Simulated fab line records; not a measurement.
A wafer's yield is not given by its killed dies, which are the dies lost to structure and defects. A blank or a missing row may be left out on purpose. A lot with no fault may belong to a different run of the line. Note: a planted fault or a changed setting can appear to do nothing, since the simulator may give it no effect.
A sampling plan put to the test ; flow gf180mcu ; one fab line, 10 faults that these records tell of, each judged on the records of the lots that it struck; 2 more are left out, because the records don't allow judging them
The plan is the line's own looks: the steps of the route at which a gauge or an inspection reads the wafer and doesn't change it. Where struck wafers have a number at a look and the file lists that look's usual mean and standard deviation on fault-free wafers, the look can be judged. Caught: 4 or more of those standard deviations (sigma) separate the usual mean from the mean of the struck wafers at a look after the fault's first step. On the tool: the same test on the tool's own readings at the fault's steps. It also counts as caught if the struck wafers ran another recipe or if their record alone is blank.

## THE FAULTS, as the simulator had put them in
1. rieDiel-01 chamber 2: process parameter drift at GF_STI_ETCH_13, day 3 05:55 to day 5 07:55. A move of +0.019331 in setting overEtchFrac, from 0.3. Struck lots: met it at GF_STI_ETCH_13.
2. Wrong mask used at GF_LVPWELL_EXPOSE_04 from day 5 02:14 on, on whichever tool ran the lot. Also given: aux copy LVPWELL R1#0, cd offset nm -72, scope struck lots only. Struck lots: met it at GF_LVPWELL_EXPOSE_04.
3. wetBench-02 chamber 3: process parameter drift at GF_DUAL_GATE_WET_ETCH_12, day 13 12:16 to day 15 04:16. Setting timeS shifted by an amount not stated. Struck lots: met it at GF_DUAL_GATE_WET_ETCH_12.
4. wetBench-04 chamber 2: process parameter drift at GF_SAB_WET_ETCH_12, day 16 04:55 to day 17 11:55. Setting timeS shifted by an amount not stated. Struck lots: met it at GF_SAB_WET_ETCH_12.
5. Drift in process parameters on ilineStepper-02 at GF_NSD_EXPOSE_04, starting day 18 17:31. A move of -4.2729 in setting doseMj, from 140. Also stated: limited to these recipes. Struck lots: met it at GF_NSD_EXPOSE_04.
6. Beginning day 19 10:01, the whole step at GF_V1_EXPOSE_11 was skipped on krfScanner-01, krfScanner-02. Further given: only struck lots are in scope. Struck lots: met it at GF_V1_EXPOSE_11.
7. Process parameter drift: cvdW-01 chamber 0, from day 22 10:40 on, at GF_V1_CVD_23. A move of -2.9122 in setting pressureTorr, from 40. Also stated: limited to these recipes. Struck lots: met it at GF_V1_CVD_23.
8. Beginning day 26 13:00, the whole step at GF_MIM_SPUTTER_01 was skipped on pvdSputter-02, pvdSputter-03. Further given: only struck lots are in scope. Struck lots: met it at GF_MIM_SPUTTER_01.
9. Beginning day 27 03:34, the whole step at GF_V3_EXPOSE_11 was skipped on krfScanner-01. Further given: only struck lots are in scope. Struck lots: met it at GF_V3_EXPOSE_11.
10. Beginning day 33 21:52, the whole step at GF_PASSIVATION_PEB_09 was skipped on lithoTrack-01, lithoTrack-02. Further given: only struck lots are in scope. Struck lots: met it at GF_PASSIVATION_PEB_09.

## WHAT THE PLAN SAW
fault;on the tool itself;first look that catches it;reading, sigma;median hours from its first step to that look;hours from the fault's start to the first struck lot there;judged looks passed uncaught
1;under 2 sigma;not the one look that can be judged after it;-;-;-;1
2;under 2 sigma;none of the 3 looks that can be judged after it;strongest: VT_IMPLANT_02_OVL at GF_VT_IMPLANT_OVL_MEAS_29, -2.1;-;-;3
3;runLengthS -57 sigma;no look after it can be judged;-;-;-;0
4;runLengthS -50 sigma;none of the 2 looks that can be judged after it;strongest: CONTACT_CVD_02_THK at GF_CONTACT_THK_MEAS_03, -2.0;-;-;2
5;exposureDoseMJCm2 -24 sigma;no look after it can be judged;-;-;-;0
6;no reading that can be judged;no look after it can be judged;-;-;-;0
7;chamberPressureTorr -34 sigma;no look after it can be judged;-;-;-;0
8;the tool's record is blank for the struck wafers;no look after it can be judged;-;-;-;0
9;no reading that can be judged;no look after it can be judged;-;-;-;0
10;the tool's record is blank for the struck wafers;no look after it can be judged;-;-;-;0
A dash: the fault is not caught, or the number is missing from these records.

Caught at a look: 0 of 10. Caught on the tool: 6 of 10. By one or the other: 6 of 10.
On the tool alone, faults 3, 4, 5, 7, 8, 10 were caught.
Caught by neither: faults 1, 2, 6, 9.
